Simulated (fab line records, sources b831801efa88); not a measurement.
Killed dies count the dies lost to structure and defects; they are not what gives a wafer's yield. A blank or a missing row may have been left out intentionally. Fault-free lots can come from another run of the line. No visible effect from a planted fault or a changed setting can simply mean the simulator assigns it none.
Struck lot and sound lot, side by side / flow sky130 / 43 steps out of a route of 708
Sound: the wafers L819.1, L819.5, L819.6. Struck: wafer L828.2. (L828.1, L828.4 of the same lot were not struck and are left out.) The cause comes at the end.
Each step with rows lists, per side, the tool, then ch with its chambers, then its first start. Under that, the readings that differ: sound wafers / struck wafers / difference of the means / sigmas: that difference in standard deviations of wafers without a fault.
alike: words and numbers the same on both sides, and readings whose means are apart by under 2 such deviations; not compared: readings that were withheld, readings missing a value for some wafer, numbers with overlapping values and no deviation given by the record, and bounds like >300 which may hide the same value.
A row with sigmas, a row that says differs or no value, or rows on one side alone: a step with any of these is where the two part. Numbers that don't overlap but have no deviation are shown without sigmas and don't part them. A reading missing from all wafers of one side parts the sides only when that side holds two or more wafers.

SKY_VIA3_OVL_MEAS_13:
  sound on overlay-01 at day 40 16:10; struck on overlay-01 at day 43 09:01
  alike: VIA3_OVL
then, 6 steps without rows for these wafers: SKY_VIA3_ETCH_14 (etches BARC in N2/H2, stops on SiO2, time 45.9 s, target depth 60 nm); SKY_VIA3_ETCH_15 (etches SiO2 in C4F8/O2/Ar, stops on TiN, target depth 507 nm, time 78 s); SKY_VIA3_STRIP_16 (strips in O2/N2); SKY_VIA3_STRIP_17 (strips in post etch residue remover, time 1200 s); SKY_VIA3_CLEAN_18 (cleans in IPA, time 180 s); SKY_VIA3_CLEAN_19 (cleans in O3/DIW).
SKY_VIA3_SPUTTER_20: material TiN, target thk 20 nm, time 80 s.
  sound on pvdSputter-03 at day 40 16:55; struck on pvdSputter-03 at day 43 09:58
  alike: throttleValvePct
SKY_VIA3_CVD_21: deposits W, target thk 390 nm, time 117.31 s.
  sound on cvdW-02 ch 0,1, day 40 16:58; struck on cvdW-01 ch 0, day 43 10:01
  alike: heaterPowerW
  not compared: sinceWetCleanH
SKY_VIA3_RS_MEAS_22: uses a four-point probe to measure.
  sound on filmMetro-01 at day 40 17:05; struck on filmMetro-03 at day 43 10:09
  alike: VIA3_W_RS
SKY_VIA3_THK_MEAS_23: measures by xrf.
  sound on filmMetro-01 at day 40 17:13; struck on filmMetro-03 at day 43 10:16
  alike: VIA3_W_THK
then, 1 step without rows for these wafers: SKY_VIA3_CMP_24 (polishes, stops on SiO2, t overpolish 20 s, target thk 0 nm).
SKY_METAL4_SPUTTER_00: material Ti, target thk 15 nm, time 10 s.
  sound on pvdSputter-01 at day 40 17:34; struck on pvdSputter-01 at day 43 10:38
  alike: throttleValvePct
then, 4 steps without rows for these wafers: SKY_METAL4_SPUTTER_01 (material TiN, target thk 20 nm, time 16.7 s); SKY_METAL4_SPUTTER_02 (material AlCu, target thk 735 nm, time 39.1 s); SKY_METAL4_SPUTTER_03 (material Ti, target thk 5 nm, time 3.3 s); SKY_METAL4_SPUTTER_04 (material TiN, target thk 70 nm, time 56.05 s).
SKY_CAP2M_CVD_00: deposits SiO2, target thk 15.5 nm.
  sound on pecvd-01 ch 0,1, day 40 17:43; struck on pecvd-04 ch 2, day 43 10:47
  alike: heaterPowerW
SKY_CAP2M_THK_MEAS_01:
  sound on filmMetro-02 at day 40 17:45; struck on filmMetro-04 at day 43 10:49
reading=CAP2M_CVD_00_THK (nm); sound=15.22 15.93 15.29; struck=14.83; difference=-0.65; sigmas=-3
SKY_CAP2M_SPUTTER_02: material TiN, target thk 200 nm, time 166.7 s.
  sound on pvdSputter-04 at day 40 17:49; struck on pvdSputter-04 at day 43 10:52
  alike: throttleValvePct
SKY_CAP2M_RS_MEAS_03: uses a four-point probe to measure.
  sound on filmMetro-04 at day 40 17:55; struck on filmMetro-04 at day 43 10:59
  alike: CAP2M_TIN_RS
SKY_CAP2M_THK_MEAS_04: measures by xrf.
  sound on filmMetro-04 at day 40 18:02; struck on filmMetro-04 at day 43 11:06
  alike: CAP2M_TIN_THK
then, 7 steps without rows for these wafers: SKY_CAP2M_DEHYDRATE_05 (time 60 s); SKY_CAP2M_HMDS_06 (prime time 60 s); SKY_CAP2M_COAT_07 (resist thk 1140 nm); SKY_CAP2M_SOFTBAKE_08 (time 60 s); SKY_CAP2M_EXPOSE_09 (exposes mask CAP2M, target cd 1000 nm); SKY_CAP2M_PEB_10; SKY_CAP2M_DEVELOP_11 (develop time 60 s).
SKY_CAP2M_OVL_MEAS_12:
  sound on overlay-02 at day 41 18:28; struck on overlay-01 at day 44 09:27
  alike: CAP2M_OVL
then, 1 step without rows for these wafers: SKY_CAP2M_METAL_ETCH_13 (etches TiN in Cl2/BCl3, stops on SiO2, target depth 220 nm, time 62.9 s).
SKY_CAP2M_STRIP_14: strips in O2/N2.
  sound on plasmaAsher-04 ch 0,1, day 41 18:35; struck on plasmaAsher-04 ch 1, day 44 09:34
  alike: drypumpMotorCurrentA, oesProductAu, stripTimeToEndpointS
  not compared: rfHoursCounterH
then, 10 steps without rows for these wafers: SKY_CAP2M_STRIP_15 (strips in post etch residue remover, time 1200 s); SKY_CAP2M_CLEAN_16 (cleans in IPA, time 180 s); SKY_CAP2M_CLEAN_17 (cleans in O3/DIW); SKY_METAL4_DEHYDRATE_05 (time 60 s); SKY_METAL4_HMDS_06 (prime time 60 s); SKY_METAL4_COAT_07 (resist thk 60 nm); SKY_METAL4_COAT_08 (resist thk 1140 nm); SKY_METAL4_SOFTBAKE_09 (time 90 s); SKY_METAL4_EXPOSE_10 (exposes mask MM4, target cd 300 nm); SKY_METAL4_PEB_11.
-- the record jumps here: 5 days lie between the struck wafers' starts before and after (it left off in module METAL4 and takes up again in module PAD_OPEN, whose first step shown is number 708 of the route) --
SKY_PAD_OPEN_PROBE_99:
  sound on prober-01 at day 46 18:02; struck on prober-02 at day 49 00:43
reading=hold; sound=- - -; struck=awaitDispo/1.3h/release; difference=no value on the sound wafers; sigmas=
reading=killed_at_M4_up; sound=3 3 2; struck=40; difference=+37; sigmas=+25
reading=killedAtContacts; sound=24 30 27; struck=13; difference=-14; sigmas=-3
reading=sort_bin_3_pad_short (%); sound=0.2 1.2 0.8; struck=2.8; difference=+2.1; sigmas=+5
reading=model.etest.tester.sortNPass; sound=409 395 392; struck=384; difference=-15; sigmas=
reading=model.etest.tester.sortYieldPct (%); sound=83.13 80.28 79.67; struck=78.05; difference=-2.98; sigmas=
reading=model.etest.tester.sort_bin_5_pct (%); sound=9.756 12.2 10.57; struck=13.41; difference=+2.57; sigmas=
reading=model.etest.tester.sort_bin_3_pct (%); sound=0.2033 1.22 0.813; struck=2.846; difference=+2.101; sigmas=
  alike: defectLimitedYield, killed_at_M0_to_M3, killedAtFrontEnd, killedAtOther, killedDies, killedOpen, killedShort, sort_bin_5_function, sort_bin_6_memory, sortNPass, sortYieldPct

## WHERE THEY PART
Earliest at SKY_CAP2M_THK_MEAS_01; latest, in this record, at SKY_PAD_OPEN_PROBE_99.

WHY: the cause the simulator had injected
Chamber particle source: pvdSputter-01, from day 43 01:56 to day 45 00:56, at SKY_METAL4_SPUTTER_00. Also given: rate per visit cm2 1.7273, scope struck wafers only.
